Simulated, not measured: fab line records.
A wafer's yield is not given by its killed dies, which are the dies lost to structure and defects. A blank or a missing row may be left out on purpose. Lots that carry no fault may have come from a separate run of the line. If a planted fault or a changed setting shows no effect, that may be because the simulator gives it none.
2 desks looking at one fault / flow gf180mcu / every desk sees just its own numbers, and what lay behind them comes last

== AT THE TOOL OWNER'S DESK: implanter-04 ==
GF_HV_LDD_IMPLANT_48, tool's own readings: per-lot mean of the sampled wafers with a number, covering each lot this tool ran. The brackets show how far a lot's mean lies from the usual mean; more than 4 standard deviations puts the lot out of limits, marked OUT.
Columns: A = dose ions cm2 at GF_HV_LDD_IMPLANT_48, usual 3e+13
lot=L770; first seen here=day 15 18:29; A=3e+13 (-32) OUT
lot=L771; first seen here=day 15 20:04; A=3e+13 (-33) OUT
lot=L782; first seen here=day 19 21:59; A=3e+13
This desk's verdict: out of limits on L770, L771, starting with L770 at day 15 18:29 (dose ions cm2 at GF_HV_LDD_IMPLANT_48). In limits: L782.

== FROM THE METROLOGY DESK ==
What the gauges read, lot by lot, whatever tool the lot ran on: means of the sampled wafers that have a number. The brackets show how far a lot's mean lies from the usual mean; more than 4 standard deviations puts the lot out of limits, marked OUT.
Columns: A = HV_LDD_3_TW at GF_HV_LDD_TW_MEAS_38, usual 1430; B = cd nm at GF_HV_LDD_CD_MEAS_46, usual 394.8 nm; C = HV_LDD_03_OVL at GF_HV_LDD_OVL_MEAS_47, usual -0.5 nm
lot=L763; first seen here=day 12 10:23; A=1463; B=392.7; C=-2.4
lot=L770; first seen here=day 14 20:52; A=1420; B=395.6; C=-0.3
lot=L771; first seen here=day 14 22:48; A=1458; B=396.7; C=-0.6
lot=L775; first seen here=day 16 13:40; A=1421; B=397.3; C=1.0
lot=L776; first seen here=day 16 19:03; A=1428; B=397.4; C=-1.0
lot=L782; first seen here=day 18 21:50; A=1451; B=392.2; C=-0.3
Result from this desk: across the 6 lots, nothing is out of limits.

== ALL TOGETHER ==
The tool owner's desk could have raised an alarm at day 15 18:29, on L770, L771.
From the metrology desk's view, nothing was out of limits.
The metrology desk has L770, L771 on record, within its limits.
GF_HV_LDD_IMPLANT_48 was run on implanter-04 by each of the lots named.

== WHAT THE SIMULATOR PUT IN ==
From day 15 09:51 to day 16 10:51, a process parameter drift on implanter-04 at GF_HV_LDD_IMPLANT_48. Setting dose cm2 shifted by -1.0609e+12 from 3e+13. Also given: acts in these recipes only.
Shown lots that were struck: L770, L771.
Time in hours from fault onset to the first out-of-limits reading at each desk: the tool owner's desk, 9.
